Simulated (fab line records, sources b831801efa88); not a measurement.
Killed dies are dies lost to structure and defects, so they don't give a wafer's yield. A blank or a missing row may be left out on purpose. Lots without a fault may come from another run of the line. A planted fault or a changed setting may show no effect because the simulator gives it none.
Chamber matching | flow gf180mcu | GF_V4_CMP_26 on cmp-01: 4 sister chambers
The step polishes, stops on SiO2, t overpolish 15 s, target thk 0 nm. 16 wafers are shown with their chamber, then 8 later ones without.

WAFERS WITH THEIR CHAMBER
wafer  | chamber | motor_current_A (A) | edge_zone_pressure_frac | overpolish_run_s (s)
L885.2 | 1       | 10.7                | 0.989                   | 15.013
L885.3 | 2       | 11.0                | 1.005                   | 14.997
L885.5 | 2       | 11.2                | 1.004                   | 14.999
L888.3 | 0       | 11.8                | 1.004                   | 15.000
L888.5 | 0       | 11.7                | 0.995                   | 14.997
L888.6 | 3       | 12.6                | 0.990                   | 15.011
L889.2 | 3       | 11.9                | 1.001                   | 15.010
L889.3 | 0       | 12.4                | 1.002                   | 14.993
L889.5 | 0       | 11.5                | 1.005                   | 14.998
L891.1 | 0       | 11.8                | 1.008                   | 15.000
L891.3 | 2       | 11.1                | 1.002                   | 14.999
L891.4 | 1       | 11.0                | 0.997                   | 14.998
L892.3 | 3       | 12.6                | 0.997                   | 15.000
L892.5 | 3       | 12.4                | 0.997                   | 15.000
L892.6 | 0       | 11.5                | 1.003                   | 15.001
L894.1 | 3       | 12.5                | 0.994                   | 14.998

SIGNATURES (means of the wafers above)
reading                 | chamber 0 | chamber 1 | chamber 2 | chamber 3 | scatter within a chamber
motor_current_A         | 11.783    | 10.850    | 11.100    | 12.400    | 0.282
edge_zone_pressure_frac | 1.00283   | 0.99300   | 1.00367   | 0.99580   | 0.00407
overpolish_run_s        | 14.99817  | 15.00550  | 14.99833  | 15.00380  | 0.00509
Rule: a wafer's distance from a chamber is the root of the sum, over the readings, of the square of ((its reading less the chamber's mean) divided by the reading's scatter). The wafer belongs to the nearest chamber; if the next one is less than 2 further off, it can't be placed. The scatter: the root of (the sum of the squares of (reading less its chamber's mean) over the shown wafers, divided by (wafers less chambers)).

WAFERS WITHOUT THEIR CHAMBER
wafer  | motor_current_A (A) | edge_zone_pressure_frac | overpolish_run_s (s)
L894.2 | 11.3                | 0.996                   | 15.000
L894.6 | 11.8                | 0.994                   | 14.998
L901.2 | 11.1                | 1.002                   | 15.006
L901.4 | 10.6                | 0.997                   | 15.013
L901.6 | 10.9                | 1.003                   | 15.003
L903.2 | 10.6                | 1.005                   | 14.995
L903.3 | 11.3                | 1.000                   | 14.996
L903.6 | 11.1                | 0.999                   | 14.997

WHICH CHAMBER EACH WENT THROUGH
wafer  | from the rows above               | in truth
L894.2 | can't be placed: 2 or 1 or 0 or 3 | 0
L894.6 | can't be placed: 0 or 3 or 2 or 1 | 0
L901.2 | can't be placed: 2 or 1 or 0      | 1
L901.4 | can't be placed: 1 or 2           | 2
L901.6 | can't be placed: 2 or 1           | 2
L903.2 | can't be placed: 2 or 1           | 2
L903.3 | can't be placed: 2 or 0 or 1      | 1
L903.6 | can't be placed: 2 or 1 or 0      | 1
Placed correctly: 0 of 8. Can't be placed from these rows: 8 (the true chamber is among the candidates in 8). Placed wrongly: 0.
